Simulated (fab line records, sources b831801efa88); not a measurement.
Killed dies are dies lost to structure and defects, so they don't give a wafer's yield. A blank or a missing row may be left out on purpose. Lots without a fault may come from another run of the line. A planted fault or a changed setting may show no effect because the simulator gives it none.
Problem report in the 8D (eight disciplines) form, filled by code | flow gf180mcu | the parts of the form that need people (team, actions taken, sign-off) are left out

1. THE PROBLEM
strip_time_to_endpoint_s at GF_M3_STRIP_17 reads a mean of 8.20 s on 2 wafers of 2 lots; wafers without a fault read 7.88 s with a standard deviation of 0.042. That is +7.5 standard deviations from the usual mean.
The step: strips in O2/N2.
First seen on wafer L295.1, day 28 04:57, on plasma_asher-01. The record holds 36 wafers of 12 lots with a number at this step. Rule for "out", or "out of limits": more than 4 standard deviations from the usual mean. The other wafers with a number count as sound.

2. WHAT IT IS AND WHAT IT IS NOT
question                    | is                               | is not
which readings at this step | strip_time_to_endpoint_s         | drypump_motor_current_A, heater_power_w
which lots                  | L295, L297                       | L278, L280, L281, L282, L284, L286, L287, L293, L296, L299
which wafers of those lots  | L295.1, L297.5                   | L295.2, L295.4, L297.2, L297.4
read on which tools         | plasma_asher-01, plasma_asher-04 | plasma_asher-02
when                        | from day 28 04:57                | up to then (26 sound wafers); but 8 sound wafers of L296, L297, L299 came after

3. SUSPECTS, AND WHAT RULES EACH OUT
Counting: a tool at a process step up to the reading stays a suspect if it ran every lot that is out. Sound lots after the first of them don't rule it out here, since some wafers of a struck lot are sound.
- litho_track-01 at GF_M3_COAT_09 (resist thk 1000 nm): kept. It ran every lot that is out, first L295 (day 27 18:44); its last sound lot up to then is L293 (day 27 08:14).
Left after counting: litho_track-01 at GF_M3_COAT_09.

4. THE CAUSE (what the simulator had put in)
Process parameter drift: litho_track-01, from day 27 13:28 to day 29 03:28, at GF_M3_COAT_09. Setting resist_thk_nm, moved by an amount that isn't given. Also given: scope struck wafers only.
Counting left only this tool.

5. THE CHAIN OF EFFECTS, in route order
Each row: a reading whose mean over the struck wafers that have a number lies more than 3 standard deviations from the usual. Only readings for which the record gives a usual standard deviation are gone through. hours: the time from each lot's start at the first step in this table that gives one to its start at this step, as a median over the lots. sigmas: the change in usual standard deviations.
hours | step           | reading                  | usual  | on struck wafers | change | sigmas
0     | GF_M3_STRIP_17 | strip_time_to_endpoint_s | 7.88 s | 8.20             | +0.32  | +7.5
The process steps in it:
- GF_M3_STRIP_17: strips in O2/N2.

6. WHAT WOULD HAVE CAUGHT IT SOONER
In this record the first reading out of limits was taken at day 28 04:57, 15 hours after the fault began at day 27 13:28.
Of the tool readings at GF_M3_COAT_09 for which the record gives a usual standard deviation, none was out on any struck wafer, so an alarm limit of 4 standard deviations on them would not have fired.
All the lots that are out (2) had begun GF_M3_COAT_09 on litho_track-01 by day 28 04:57. A hold on the tool at that time would have spared none of them.
